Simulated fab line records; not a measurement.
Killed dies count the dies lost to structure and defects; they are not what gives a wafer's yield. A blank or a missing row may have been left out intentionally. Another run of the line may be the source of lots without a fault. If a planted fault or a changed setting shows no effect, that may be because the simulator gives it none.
The same fault as seen by 2 desks + flow gf180mcu + each desk has only its own numbers; what lay behind them comes last

## FROM THE METROLOGY DESK
What the gauges read for every lot (on any tool): the sampled wafers with a number, averaged. The brackets show how far a lot's mean lies from the usual mean; more than 4 standard deviations puts the lot out of limits, marked OUT.
Columns: A = V5_W_RS at GF_V5_RS_MEAS_24, usual 0.329 ohm/sq; B = V5_W_THK at GF_V5_THK_MEAS_25, usual 348 nm
| lot  | first seen here | A     | B   |
|------|-----------------|-------|-----|
| L404 | day 27 09:27    | 0.328 | 351 |
| L419 | day 32 04:13    | 0.328 | 347 |
| L423 | day 32 20:59    | 0.328 | 350 |
| L422 | day 32 22:26    | 0.330 | 349 |
| L424 | day 33 04:14    | 0.328 | 346 |
| L425 | day 33 06:43    | 0.330 | 349 |
This desk's finding: nothing out of limits on any of the 6 lots.

## THE TOOL OWNER'S DESK: pvdSputter-01
The tool's own readings at GF_TOP_METAL_SPUTTER_03 (material Ti, target thk 5 nm, time 3.3 s): means of the sampled wafers that have a number, for each lot that ran on this tool. The brackets show how far a lot's mean lies from the usual mean; more than 4 standard deviations puts the lot out of limits, marked OUT.
Columns: A = cathodeDcPowerW at GF_TOP_METAL_SPUTTER_03, usual 2999.9 W; B = substrateTempC at GF_TOP_METAL_SPUTTER_03, usual 300.00 C; C = throttleValvePct at GF_TOP_METAL_SPUTTER_03, usual 29.7 %
| lot  | first seen here | A      | B      | C    |
|------|-----------------|--------|--------|------|
| L419 | day 32 05:11    | 3000.1 | 299.86 | 29.6 |
| L423 | day 32 21:38    | 3000.5 | 299.96 | 30.3 |
| L422 | day 32 23:05    | 3000.3 | 300.11 | 28.9 |
This desk's finding: nothing out of limits on any of the 3 lots.

## TAKEN TOGETHER
Nothing out of limits was seen by the metrology desk.
The tool owner's desk saw nothing out of limits.

## WHAT HAD BEEN PUT IN BY THE SIMULATOR
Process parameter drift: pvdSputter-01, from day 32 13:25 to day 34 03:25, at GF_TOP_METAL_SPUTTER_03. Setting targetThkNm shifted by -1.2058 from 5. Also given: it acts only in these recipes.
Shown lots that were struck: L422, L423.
